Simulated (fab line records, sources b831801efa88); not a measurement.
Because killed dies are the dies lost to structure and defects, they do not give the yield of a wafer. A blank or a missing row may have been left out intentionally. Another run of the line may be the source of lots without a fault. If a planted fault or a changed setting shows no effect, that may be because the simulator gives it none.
Struck lot and sound lot, side by side ; flow sfq_line ; 15 out of 325 route steps
Sound: wafers L905.2, L905.3, L905.5. Wafers struck: L916.4, L916.6. The cause comes at the end.
At each step with rows: each side's tool, then ch and its chambers, then its first start. Under that, the readings that differ: sound wafers ; struck wafers ; difference of the means ; sigmas: that difference in standard deviations of wafers without a fault.
alike: readings whose means differ by less than 2 such deviations, and words and numbers that are the same on both sides. not compared: withheld readings, readings that some wafer has no value for, bounds like >300 that may hide the same value, and numbers for which the record gives no deviation and whose values overlap.
The two part at a step that has a row with sigmas, a row that says differs or no value, or rows on one side only. Numbers that don't overlap but have no deviation are shown without sigmas and don't part them. A reading that every wafer of one side lacks parts them only if that side has two wafers or more.

first, 1 step without rows for these wafers: SFQ_TRILAYER_M3_STRIP_SOLV_CLEAN_080 (cleans in NMP, time 600 s).
SFQ_TRILAYER_I3_DEP_PECVD_081: deposits SiO2 from SiH4/N2O, time 111.11 s, target thk 500 nm.
  sound on pecvd-01 ch 1,2, day 35 21:40; struck on pecvd-02 ch 0,2, day 41 06:25
  alike: chamber_pressure_Torr, heater_power_w, throttle_valve_pct
SFQ_TRILAYER_I3_CMP_CMP_082: polishes SiO2.
  sound on cmp-02 ch 0,1,2, day 36 10:35; struck on cmp-02 ch 2, day 41 18:35
  alike: motor_current_A, slurry_filter_dp_kPa, slurry_flow_ml_min, time_to_endpoint_s
SFQ_I3_BOW_MEAS_922:
  sound on film_metro-02 at day 36 12:37; struck on film_metro-04 at day 41 21:39
  alike: I3_BOW
SFQ_TRILAYER_I3_METRO_MEASURE_083:
  sound on film_metro-02 at day 36 12:55; struck on film_metro-04 at day 41 22:19
  alike: thk_nm
then, 6 steps without rows for these wafers: SFQ_TRILAYER_I3_VIA_LITHO_COAT_090 (resist thk 62 nm); SFQ_TRILAYER_I3_VIA_LITHO_COAT_085 (resist thk 650 nm); SFQ_TRILAYER_I3_VIA_LITHO_SOFTBAKE_089; SFQ_TRILAYER_I3_VIA_LITHO_EXPOSE_086 (exposes mask I3, target cd 500 nm); SFQ_TRILAYER_I3_VIA_LITHO_PEB_088 (peb time 60 s); SFQ_TRILAYER_I3_VIA_LITHO_DEVELOP_087 (time 60 s).
-- the record jumps here: 6 days lie between the struck wafers' starts before and after --
SFQ_I3_OVL_MEAS_923:
  sound on overlay-01 at day 41 20:59; struck on overlay-02 at day 47 16:15
  alike: I3_OVL
SFQ_TRILAYER_I3_VIA_BARC_OPEN_VIA_ETCH_121: etches BARC in O2, target depth 125 nm, time 41.7 s.
  sound on rie_diel-03 ch 0,2, day 41 21:01; struck on rie_diel-03 ch 2,3, day 47 16:16
reading;sound;struck;difference;sigmas
model.KrF_of_TRILAYER_I3_VIA_LITHO_COAT_085.thk_nm (nm);575.3 572.1 573.9;584 584.2;+10;
  alike: drypump_motor_current_A, oes_product_au
  not compared: rf_hours_counter_h
SFQ_TRILAYER_I3_VIA_ETCH_VIA_ETCH_088: etches SiO2 in CHF3, stops on Nb, target depth 260 nm.
  sound on rie_diel-03 ch 0,2, day 41 21:03; struck on rie_diel-03 ch 2,3, day 47 16:19
reading;sound;struck;difference;sigmas
model.KrF_of_TRILAYER_I3_VIA_LITHO_COAT_085.thk_nm (nm);531.5 528.3 530.6;540 538.5;+9;
  alike: drypump_motor_current_A, oes_product_au
SFQ_TRILAYER_I3_VIA_STRIP_STRIP_089: strips in O2.
  sound on rie_metal-01 ch 0,1, day 41 21:10; struck on rie_metal-03 ch 0,1, day 47 16:37
  alike: drypump_motor_current_A, oes_product_au
  not compared: rf_hours_counter_h

## WHERE THEY PART
Nowhere in this record.

WHY: what had been put in by the simulator
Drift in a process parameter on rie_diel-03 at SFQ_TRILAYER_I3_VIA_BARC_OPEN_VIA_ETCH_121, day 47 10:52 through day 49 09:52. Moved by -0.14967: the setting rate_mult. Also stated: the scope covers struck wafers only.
